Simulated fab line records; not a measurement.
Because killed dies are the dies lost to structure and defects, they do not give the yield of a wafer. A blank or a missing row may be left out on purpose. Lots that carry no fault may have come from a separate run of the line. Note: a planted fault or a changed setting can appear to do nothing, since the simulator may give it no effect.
fab line records	flow gf180mcu	part 1 of 2: steps 1 to 27 of 37
[record] lots = 5	wafers = 15	lastDay = 33
route steps=602 shown VT_IMPLANT@120 MVSD@136 NWELL@137 LVPWELL@138 MVPSD@139 DUAL_GATE@141
lots with no fault: from the same line, run without faults
startH: the number of hours between the record's first day and the start of the first shown wafer of the lot	waitH: hours since the lot's step before	" as in the row above	L1.1+2: a single row standing in for several wafers	- no value, or no start was given	* or withheld: withheld	< > ~ a bound
route shown NAME@n: NAME is a module with steps in the file, n the number in the route of the first one	usual: mean and standard deviation over wafers with no fault	same: alike in all rows	chamber/n: place in a boat	sites: readings site by site	_std_site: how widely they spread, as a standard deviation	_edge_site: outer sites' mean less inner sites'	radiusMm: how far each site lies from the wafer's centre	mask NAME#n: copy n	behind: the last tool/chamber to shape the wafer	hold: reason for holding the lot/hours on hold/outcome of the hold	device: which transistor (n, p or np) failed to switch	end of line: tests of these same wafers at the route's end	a step given without rows: its recipe and nothing more	killed: not the wafer's yield, but the dies lost to structure and defects at the first sort	map: a wafer's dies, marking killed ones x, the rest . and places with no die _
set.NAME: the setting the step ran with; set.NAME@STEP: the setting that earlier step ran with	model.NAME: the simulator's own value behind a step, which no gauge read
lots seen at some steps along the route; tables by step, rows by wafer
services: from which hour (startH, from the record's first day; less than 0 if before it) a tool's chamber was out of use, for how many hours, and why
[[steps]]
[step GF_VT_IMPLANT_IMPLANT_30]
[recipe] species = B	energyKev = 25	doseCm2 = 2.534e+12	tiltDeg = 7
[usual] tiltDeg = 7.003/0.019
lot.wafer	tool	chamber	startH	waitH	tiltDeg
L079.2	implanter-04	0	173.84	0.0	6.985
L079.5	"	0	"	"	6.989
L079.6	"	0	"	"	6.983
L081.1	implanter-04	0	188.74	0.0	6.997
L081.3	"	0	"	"	7.025
L081.5	"	0	"	"	7.007
L086.2	implanter-03	0	223.04	0.0	7.001
L086.3	"	0	"	"	7.003
L086.6	"	0	"	"	6.982
L090.3	implanter-04	0	248.49	0.1	7.023
L090.4	"	0	"	"	7.016
L090.6	"	0	"	"	7.019
L093.2	implanter-03	0	267.46	0.0	7.006
L093.3	"	0	"	"	7.012
L093.6	"	0	"	"	7.039
[step GF_VT_IMPLANT_STRIP_31]
[recipe] chemistry = O2/N2	powerW = 1400	pressureMtorr = 1500	platenTempC = 250	o2FlowSccm = 3000	n2FlowSccm = 300	overashFraction = 0.5
[usual] drypumpMotorCurrentA = 5.5/0.3	heaterPowerW = 324/27	oesProductAu = 0.715/0.0042	stripTimeToEndpointS = 12.63/0.038
lot.wafer	tool	chamber	startH	waitH	drypumpMotorCurrentA	heaterPowerW	oesProductAu	rfHoursCounterH	stripTimeToEndpointS
L079.2	plasmaAsher-02	0	173.96	0.1	5.4	288	0.722	6	12.61
L079.5	"	1	"	"	5.2	313	0.712	-	12.63
L079.6	"	0	"	"	5.4	295	0.712	-	12.61
L081.1	plasmaAsher-01	1	188.89	0.1	5.7	365	0.716	38	12.59
L081.3	"	1	"	"	5.8	362	0.718	-	12.58
L081.5	"	0	"	"	5.8	315	0.720	-	12.57
L086.2	plasmaAsher-03	0	223.16	0.1	6.1	349	0.719	60	12.64
L086.3	"	0	"	"	6.1	357	0.719	-	12.68
L086.6	"	0	"	"	6.1	352	0.722	-	12.65
L090.3	plasmaAsher-03	0	248.62	0.1	6.1	357	0.711	-	12.64
L090.4	"	1	"	"	5.3	322	0.713	-	12.63
L090.6	"	1	"	"	5.3	324	0.723	-	12.64
L093.2	plasmaAsher-02	1	267.59	0.1	5.2	316	0.716	15	12.65
L093.3	"	1	"	"	5.2	309	0.721	-	12.59
L093.6	"	0	"	"	5.4	284	0.714	-	12.63
[step GF_VT_IMPLANT_TW_MEAS_32]
[usual] VT_IMPLANT_3_TW = 268.3/2.6
lot.wafer	tool	chamber	startH	waitH	VT_IMPLANT_3_TW
L079.2	filmMetro-01	-	174.07	0.1	268.5
L079.5	"	-	"	"	269.6
L079.6	"	-	"	"	268.0
L081.1	filmMetro-03	-	188.99	0.1	273.0
L081.3	"	-	"	"	270.3
L081.5	"	-	"	"	269.9
L086.2	filmMetro-01	-	223.27	0.1	270.3
L086.3	"	-	"	"	270.6
L086.6	"	-	"	"	270.7
L090.3	filmMetro-03	-	248.71	0.1	268.5
L090.4	"	-	"	"	268.7
L090.6	"	-	"	"	269.4
L093.2	filmMetro-03	-	267.70	0.1	269.0
L093.3	"	-	"	"	269.3
L093.6	"	-	"	"	267.9
[step GF_VT_IMPLANT_DEHYDRATE_33]
[recipe] tempC = 200	timeS = 60
lot.wafer	tool	chamber	startH	waitH
L079.2+5+6	lithoTrack-02	0	181.68	7.6
L081.1+3+5	lithoTrack-02	0	197.11	8.1
L086.2+3+6	lithoTrack-02	0	231.88	8.6
L090.3+4+6	lithoTrack-03	0	257.70	9.0
L093.2+3+6	lithoTrack-03	0	276.43	8.7
[step GF_VT_IMPLANT_HMDS_34]
[recipe] primeTimeS = 60	primeTempC = 120
[usual] primeTempC = 120.00/0.14
lot.wafer	tool	chamber	startH	waitH	primeTempC
L079.2	lithoTrack-02	0	181.83	0.1	119.97
L079.5	"	0	"	"	119.88
L079.6	"	0	"	"	119.88
L081.1	lithoTrack-02	0	197.26	0.1	119.99
L081.3	"	0	"	"	120.04
L081.5	"	0	"	"	120.10
L086.2	lithoTrack-02	0	232.03	0.1	119.84
L086.3	"	0	"	"	120.11
L086.6	"	0	"	"	120.02
L090.3	lithoTrack-03	0	257.85	0.1	120.00
L090.4	"	0	"	"	120.05
L090.6	"	0	"	"	120.19
L093.2	lithoTrack-03	0	276.58	0.1	120.33
L093.3	"	0	"	"	120.07
L093.6	"	0	"	"	120.32
[step GF_VT_IMPLANT_COAT_35]
[recipe] resist = NOVOLAK	spinRpm = 3000	resistThkNm = 1000
lot.wafer	tool	chamber	startH	waitH
L079.2+5+6	lithoTrack-02	0	181.98	0.1
L081.1+3+5	lithoTrack-02	0	197.41	0.1
L086.2+3+6	lithoTrack-02	0	232.18	0.1
L090.3+4+6	lithoTrack-03	0	258.00	0.1
L093.2+3+6	lithoTrack-03	0	276.73	0.1
[step GF_VT_IMPLANT_SOFTBAKE_36]
[recipe] tempC = 90	timeS = 60	resist = NOVOLAK
lot.wafer	tool	chamber	startH	waitH
L079.2+5+6	lithoTrack-02	0	182.13	0.1
L081.1+3+5	lithoTrack-02	0	197.56	0.1
L086.2+3+6	lithoTrack-02	0	232.33	0.1
L090.3+4+6	lithoTrack-03	0	258.15	0.1
L093.2+3+6	lithoTrack-03	0	276.88	0.1
[step GF_VT_IMPLANT_EXPOSE_37]
[recipe] maskId = Nwell_HV_AREA	targetCdNm = 860	na = 0.6	sourceShape = conventional	sigmaOuter = 0.6	doseMj = 140
[usual] focusOffsetNm = 0.0/0.48
lot.wafer	tool	chamber	startH	waitH	mask	focusOffsetNm
L079.2	ilineStepper-01	0	-	-	Nwell_HV_AREA#0	0.1
L079.5	"	0	"	"	Nwell_HV_AREA#0	-0.5
L079.6	"	0	"	"	Nwell_HV_AREA#0	-0.2
L081.1	ilineStepper-01	0	-	-	Nwell_HV_AREA#0	0.2
L081.3	"	0	"	"	Nwell_HV_AREA#0	0.2
L081.5	"	0	"	"	Nwell_HV_AREA#0	0.1
L086.2	ilineStepper-02	0	-	-	Nwell_HV_AREA#0	0.3
L086.3	"	0	"	"	Nwell_HV_AREA#0	0.2
L086.6	"	0	"	"	Nwell_HV_AREA#0	0.9
L090.3	ilineStepper-01	0	-	-	Nwell_HV_AREA#0	-0.2
L090.4	"	0	"	"	Nwell_HV_AREA#0	0.3
L090.6	"	0	"	"	Nwell_HV_AREA#0	0.0
L093.2	ilineStepper-02	0	-	-	Nwell_HV_AREA#0	0.4
L093.3	"	0	"	"	Nwell_HV_AREA#0	0.4
L093.6	"	0	"	"	Nwell_HV_AREA#0	0.6
[step GF_VT_IMPLANT_PEB_38]
[recipe] tempC = withheld	timeS = *	resist = NOVOLAK
lot.wafer	tool	chamber	startH	waitH
L079.2+5+6	lithoTrack-01	0	-	-
L081.1+3+5	lithoTrack-01	0	-	-
L086.2+3+6	lithoTrack-02	0	-	-
L090.3+4+6	lithoTrack-01	0	-	-
L093.2+3+6	lithoTrack-03	0	-	-
[step GF_VT_IMPLANT_DEVELOP_39]
[recipe] developTimeS = 60	devTempC = 22.58
lot.wafer	tool	chamber	startH	waitH
L079.2+5+6	lithoTrack-01	0	190.45	0.1
L081.1+3+5	lithoTrack-01	0	205.58	0.1
L086.2+3+6	lithoTrack-02	0	240.73	0.1
L090.3+4+6	lithoTrack-01	0	267.93	0.1
L093.2+3+6	lithoTrack-03	0	285.88	0.1
[step GF_VT_IMPLANT_OVL_MEAS_40]
[usual] VT_IMPLANT_03_OVL = 0.7/1.2
lot.wafer	tool	chamber	startH	waitH	VT_IMPLANT_03_OVL[nm]
L079.2	overlay-01	-	190.58	0.1	1.3
L079.5	"	-	"	"	-0.5
L079.6	"	-	"	"	0.3
L081.1	overlay-02	-	205.73	0.1	1.8
L081.3	"	-	"	"	0.8
L081.5	"	-	"	"	1.0
L086.2	overlay-01	-	240.86	0.1	2.5
L086.3	"	-	"	"	2.9
L086.6	"	-	"	"	2.7
L090.3	overlay-01	-	268.04	0.1	0.0
L090.4	"	-	"	"	-0.1
L090.6	"	-	"	"	-0.8
L093.2	overlay-02	-	286.01	0.1	0.7
L093.3	"	-	"	"	1.0
L093.6	"	-	"	"	1.0
[step GF_VT_IMPLANT_IMPLANT_41]
[recipe] species = As	energyKev = 70	doseCm2 = 1.013e+12	tiltDeg = 7
[usual] tiltDeg = 6.998/0.019
lot.wafer	tool	chamber	startH	waitH	tiltDeg
L079.2	implanter-02	0	190.64	0.0	7.007
L079.5	"	0	"	"	7.016
L079.6	"	0	"	"	6.990
L081.1	implanter-04	0	205.76	0.0	7.016
L081.3	"	0	"	"	7.000
L081.5	"	0	"	"	7.030
L086.2	implanter-04	0	240.92	0.0	7.000
L086.3	"	0	"	"	6.989
L086.6	"	0	"	"	6.981
L090.3	implanter-02	0	268.11	0.1	6.959
L090.4	"	0	"	"	6.998
L090.6	"	0	"	"	6.996
L093.2	implanter-03	0	286.07	0.1	7.022
L093.3	"	0	"	"	7.023
L093.6	"	0	"	"	6.975
[step GF_VT_IMPLANT_STRIP_42]
[recipe] chemistry = O2/N2	powerW = 1400	pressureMtorr = 1500	platenTempC = 250	o2FlowSccm = 3000	n2FlowSccm = 300	overashFraction = 0.5
[usual] drypumpMotorCurrentA = 5.5/0.32	heaterPowerW = 325/27	oesProductAu = 0.716/0.005	stripTimeToEndpointS = 12.63/0.033
lot.wafer	tool	chamber	startH	waitH	drypumpMotorCurrentA	heaterPowerW	oesProductAu	rfHoursCounterH	stripTimeToEndpointS
L079.2	plasmaAsher-03	1	190.76	0.1	5.3	332	0.718	57	12.63
L079.5	"	1	"	"	5.3	333	0.716	-	12.64
L079.6	"	0	"	"	6.1	360	0.710	-	12.62
L081.1	plasmaAsher-01	0	205.91	0.1	5.8	308	0.715	40	12.61
L081.3	"	1	"	"	5.8	358	0.725	-	12.61
L081.5	"	0	"	"	5.7	306	0.711	-	12.62
L086.2	plasmaAsher-02	1	241.04	0.1	5.2	315	0.718	12	12.72
L086.3	"	0	"	"	5.4	287	0.718	-	12.71
L086.6	"	1	"	"	5.2	323	0.704	-	12.66
L090.3	plasmaAsher-02	0	268.25	0.1	5.4	293	0.719	-	12.60
L090.4	"	1	"	"	5.2	318	0.709	-	12.65
L090.6	"	1	"	"	5.2	318	0.717	-	12.58
L093.2	plasmaAsher-02	1	286.19	0.1	5.2	314	0.721	17	12.65
L093.3	"	1	"	"	5.2	326	0.727	-	12.60
L093.6	"	0	"	"	5.4	283	0.718	-	12.59
[step GF_VT_IMPLANT_TW_MEAS_43]
[usual] VT_IMPLANT_4_TW = 690/6.3
lot.wafer	tool	chamber	startH	waitH	VT_IMPLANT_4_TW
L079.2	filmMetro-01	-	190.87	0.1	694
L079.5	"	-	"	"	693
L079.6	"	-	"	"	690
L081.1	filmMetro-03	-	206.01	0.1	691
L081.3	"	-	"	"	690
L081.5	"	-	"	"	688
L086.2	filmMetro-03	-	241.15	0.1	689
L086.3	"	-	"	"	690
L086.6	"	-	"	"	688
L090.3	filmMetro-04	-	268.33	0.1	681
L090.4	"	-	"	"	680
L090.6	"	-	"	"	677
L093.2	filmMetro-03	-	286.30	0.1	693
L093.3	"	-	"	"	693
L093.6	"	-	"	"	690
[step GF_VT_IMPLANT_CLEAN_44]
[recipe] chemistry = SC1/SC2	mix = 1:4:20	tempC = 70	timeS = 150	dry = n2Spin
[usual] bathGuardTempC = 70.0/0.51	tempC = 69.98/0.12
lot.wafer	tool	chamber	startH	waitH	bathGuardTempC	tempC
L079.2	wetBench-04	0	190.92	0.0	69.0	69.82
L079.5	"	0	"	"	69.7	69.87
L079.6	"	0	"	"	69.4	69.95
L081.1	wetBench-03	0	206.07	0.1	70.3	69.75
L081.3	"	0	"	"	69.8	69.92
L081.5	"	0	"	"	70.3	69.79
L086.2	wetBench-02	0	241.20	0.0	69.8	69.95
L086.3	"	0	"	"	70.3	70.16
L086.6	"	0	"	"	70.2	69.92
L090.3	wetBench-02	2	268.37	0.0	70.1	69.99
L090.4	"	2	"	"	70.1	69.95
L090.6	"	2	"	"	70.0	69.69
L093.2	wetBench-02	3	286.35	0.0	71.1	69.99
L093.3	"	3	"	"	70.6	69.79
L093.6	"	3	"	"	70.7	70.09
[step GF_VT_IMPLANT_RTA_45]
[recipe] tempC = 1050	timeS = 30	ambient = N2
[usual] lampPowerPct = 37.1/0.37	wafer_temp_C_max = 1054.5/0.94
lot.wafer	tool	chamber	startH	waitH	lampPowerPct	wafer_temp_C_max
L079.2	rtpAnneal-01	0	190.99	0.0	36.9	1054.6
L079.5	"	0	"	"	36.9	1057.3
L079.6	"	0	"	"	36.9	1056.2
L081.1	rtpAnneal-01	0	206.13	0.0	36.9	1053.9
L081.3	"	0	"	"	36.9	1056.5
L081.5	"	0	"	"	36.9	1054.7
L086.2	rtpAnneal-01	0	241.27	0.0	36.9	1054.8
L086.3	"	0	"	"	36.9	1054.7
L086.6	"	0	"	"	36.8	1053.6
L090.3	rtpAnneal-02	0	268.46	0.0	37.6	1055.0
L090.4	"	0	"	"	37.7	1053.2
L090.6	"	0	"	"	37.6	1053.7
L093.2	rtpAnneal-02	0	286.42	0.0	37.6	1053.5
L093.3	"	0	"	"	37.7	1053.6
L093.6	"	0	"	"	37.6	1053.7
[step GF_VT_IMPLANT_RS_MEAS_46]
[recipe] thkMeasGauge = four-point-probe
[usual] MVSD_RS = 454.6/1
lot.wafer	tool	chamber	startH	waitH	MVSD_RS[ohm/sq]
L079.2	filmMetro-01	-	191.09	0.1	455.4
L079.5	"	-	"	"	455.6
L079.6	"	-	"	"	454.0
L081.1	filmMetro-01	-	206.23	0.1	454.6
L081.3	"	-	"	"	454.8
L081.5	"	-	"	"	454.4
L086.2	filmMetro-02	-	241.37	0.1	455.6
L086.3	"	-	"	"	456.5
L086.6	"	-	"	"	453.6
L090.3	filmMetro-04	-	268.56	0.1	453.6
L090.4	"	-	"	"	454.0
L090.6	"	-	"	"	455.2
L093.2	filmMetro-01	-	286.52	0.1	455.6
L093.3	"	-	"	"	453.5
L093.6	"	-	"	"	453.0
[step GF_VT_IMPLANT_RS_MEAS_47]
[recipe] thkMeasGauge = four-point-probe
[usual] NWELL_RS = 488.2/1.2
lot.wafer	tool	chamber	startH	waitH	NWELL_RS[ohm/sq]
L079.2	filmMetro-01	-	191.21	0.1	489.6
L079.5	"	-	"	"	491.1
L079.6	"	-	"	"	488.8
L081.1	filmMetro-01	-	206.35	0.1	487.4
L081.3	"	-	"	"	486.4
L081.5	"	-	"	"	486.2
L086.2	filmMetro-02	-	241.49	0.1	488.4
L086.3	"	-	"	"	488.1
L086.6	"	-	"	"	487.9
L090.3	filmMetro-04	-	268.68	0.1	488.8
L090.4	"	-	"	"	488.8
L090.6	"	-	"	"	490.3
L093.2	filmMetro-01	-	286.64	0.1	487.1
L093.3	"	-	"	"	488.3
L093.6	"	-	"	"	487.0
[step GF_VT_IMPLANT_RS_MEAS_48]
[recipe] thkMeasGauge = four-point-probe
[usual] LVPWELL_RS = 1198.0/2.9
lot.wafer	tool	chamber	startH	waitH	LVPWELL_RS[ohm/sq]
L079.2	filmMetro-01	-	191.33	0.1	1196.9
L079.5	"	-	"	"	1200.2
L079.6	"	-	"	"	1198.0
L081.1	filmMetro-01	-	206.47	0.1	1197.9
L081.3	"	-	"	"	1194.9
L081.5	"	-	"	"	1196.1
L086.2	filmMetro-02	-	241.61	0.1	1200.0
L086.3	"	-	"	"	1199.0
L086.6	"	-	"	"	1197.9
L090.3	filmMetro-04	-	268.80	0.1	1201.8
L090.4	"	-	"	"	1201.1
L090.6	"	-	"	"	1206.2
L093.2	filmMetro-01	-	286.76	0.1	1196.9
L093.3	"	-	"	"	1193.7
L093.6	"	-	"	"	1194.9
[step GF_VT_IMPLANT_RS_MEAS_49]
[recipe] thkMeasGauge = four-point-probe
[usual] MVPSD_RS = 1179.1/2.7
lot.wafer	tool	chamber	startH	waitH	MVPSD_RS[ohm/sq]
L079.2	filmMetro-01	-	191.45	0.1	1182.8
L079.5	"	-	"	"	1182.7
L079.6	"	-	"	"	1181.0
L081.1	filmMetro-01	-	206.59	0.1	1179.1
L081.3	"	-	"	"	1182.0
L081.5	"	-	"	"	1180.5
L086.2	filmMetro-02	-	241.73	0.1	1176.0
L086.3	"	-	"	"	1179.3
L086.6	"	-	"	"	1180.0
L090.3	filmMetro-04	-	268.92	0.1	1181.0
L090.4	"	-	"	"	1180.2
L090.6	"	-	"	"	1179.2
L093.2	filmMetro-01	-	286.88	0.1	1176.9
L093.3	"	-	"	"	1174.2
L093.6	"	-	"	"	1179.8
[step GF_VT_IMPLANT_WET_ETCH_50]
[recipe] chemistry = dHF	targetDepthNm = 20	target = SiO2	tempC = 25	dilution = 100:1	timeS = 400
[usual] tempC = 25.00/0.11
lot.wafer	tool	chamber	startH	waitH	tempC
L079.2	wetBench-03	0	191.55	0.1	25.12
L079.5	"	0	"	"	25.17
L079.6	"	0	"	"	24.99
L081.1	wetBench-03	0	206.71	0.1	25.08
L081.3	"	0	"	"	25.03
L081.5	"	0	"	"	24.98
L086.2	wetBench-04	2	241.83	0.1	25.07
L086.3	"	2	"	"	25.11
L086.6	"	2	"	"	25.12
L090.3	wetBench-03	3	269.00	0.1	25.02
L090.4	"	3	"	"	25.19
L090.6	"	3	"	"	24.89
L093.2	wetBench-03	1	286.98	0.1	24.93
L093.3	"	1	"	"	24.92
L093.6	"	1	"	"	24.96
[step GF_DUAL_GATE_CLEAN_00]
[recipe] chemistry = SC1/SC2	mix = 1:4:20	tempC = 70	timeS = 150
[usual] bathGuardTempC = 70.3/0.4	tempC = 70.01/0.12
lot.wafer	tool	chamber	startH	waitH	bathGuardTempC	tempC
L079.2	wetBench-02	3	191.67	0.0	70.4	69.92
L079.5	"	3	"	"	70.8	70.05
L079.6	"	3	"	"	70.6	70.06
L081.1	wetBench-02	2	206.84	0.0	70.0	70.13
L081.3	"	2	"	"	69.9	69.85
L081.5	"	2	"	"	70.1	69.83
L086.2	wetBench-02	1	241.95	0.0	70.3	69.97
L086.3	"	1	"	"	70.6	69.99
L086.6	"	1	"	"	70.5	70.12
L090.3	wetBench-04	1	269.12	0.0	70.3	69.98
L090.4	"	1	"	"	70.4	69.95
L090.6	"	1	"	"	70.6	70.00
L093.2	wetBench-02	1	287.10	0.0	70.5	69.86
L093.3	"	1	"	"	70.4	69.78
L093.6	"	1	"	"	70.6	69.67
[step GF_DUAL_GATE_CLEAN_01]
[recipe] chemistry = dHF	timeS = 20	dilution = 100:1	dry = ipaMarangoni
lot.wafer	tool	chamber	startH	waitH
L079.2+5+6	wetBench-03	0	191.72	0.0
L081.1+3+5	wetBench-04	1	206.89	0.0
L086.2+3+6	wetBench-03	0	242.00	0.0
L090.3+4+6	wetBench-03	2	269.17	0.0
L093.2+3+6	wetBench-03	0	287.15	0.0
[step GF_DUAL_GATE_OXIDATION_02]
[recipe] tempC = 900	ambient = O2	stabiliseS = 600	purgeS = 300	targetThkA = 108.87	oxTimeS = 1602
[usual] tube_center_temp_C_max = 902.3/0.36	zonePowerLowerPct = 19.8/1.9
[same] stabiliseS = 600
lot.wafer	tool	chamber	startH	waitH	tube_center_temp_C_max	zonePowerLowerPct
L079.2	furnace-01	0	191.97	0.2	902.5	17.7
L079.5	"	0	"	"	902.0	17.9
L079.6	"	0	"	"	902.0	17.8
L081.1	furnace-02	0	207.40	0.5	903.0	21.7
L081.3	"	0	"	"	902.2	21.5
L081.5	"	0	"	"	902.3	21.8
L086.2	furnace-02	0	242.02	0.0	902.4	21.5
L086.3	"	0	"	"	902.3	21.6
L086.6	"	0	"	"	902.3	21.8
L090.3	furnace-02	0	271.29	2.1	902.5	21.5
L090.4	"	0	"	"	902.9	21.2
L090.6	"	0	"	"	901.9	21.3
L093.2	furnace-02	0	288.16	1.0	902.4	21.5
L093.3	"	0	"	"	902.1	21.7
L093.6	"	0	"	"	901.8	21.9
[step GF_DUAL_GATE_THK_MEAS_03]
[recipe] reads = SiO2_of_DUAL_GATE_OXIDATION_02
[usual] DUAL_GATE_OXIDATION_00_THK = 10.92/0.29
lot.wafer	tool	chamber	startH	waitH	DUAL_GATE_OXIDATION_00_THK[nm]
L079.2	filmMetro-02	-	193.42	0.0	11.25
L079.5	"	-	"	"	11.12
L079.6	"	-	"	"	11.01
L081.1	filmMetro-03	-	208.85	0.0	11.05
L081.3	"	-	"	"	10.88
L081.5	"	-	"	"	10.83
L086.2	filmMetro-03	-	243.47	0.0	11.21
L086.3	"	-	"	"	11.05
L086.6	"	-	"	"	11.13
L090.3	filmMetro-02	-	272.76	0.0	10.71
L090.4	"	-	"	"	10.84
L090.6	"	-	"	"	10.75
L093.2	filmMetro-03	-	289.62	0.0	10.50
L093.3	"	-	"	"	10.63
L093.6	"	-	"	"	10.62
[step GF_DUAL_GATE_DEHYDRATE_04]
[recipe] tempC = 200	timeS = 60
lot.wafer	tool	chamber	startH	waitH
L079.2+5+6	lithoTrack-02	0	200.93	7.5
L081.1+3+5	lithoTrack-02	0	216.91	8.1
L086.2+3+6	lithoTrack-03	0	252.63	9.1
L090.3+4+6	lithoTrack-02	0	281.31	8.5
L093.2+3+6	lithoTrack-03	0	298.93	9.3
[step GF_DUAL_GATE_HMDS_05]
[recipe] primeTimeS = 60	primeTempC = 120
[usual] primeTempC = 119.99/0.15
lot.wafer	tool	chamber	startH	waitH	primeTempC
L079.2	lithoTrack-02	0	201.08	0.1	119.92
L079.5	"	0	"	"	119.83
L079.6	"	0	"	"	119.80
L081.1	lithoTrack-02	0	217.06	0.1	120.09
L081.3	"	0	"	"	120.13
L081.5	"	0	"	"	120.11
L086.2	lithoTrack-03	0	252.78	0.1	119.94
L086.3	"	0	"	"	120.10
L086.6	"	0	"	"	120.16
L090.3	lithoTrack-02	0	281.46	0.1	119.61
L090.4	"	0	"	"	119.80
L090.6	"	0	"	"	119.81
L093.2	lithoTrack-03	0	299.08	0.1	119.94
L093.3	"	0	"	"	120.04
L093.6	"	0	"	"	120.22
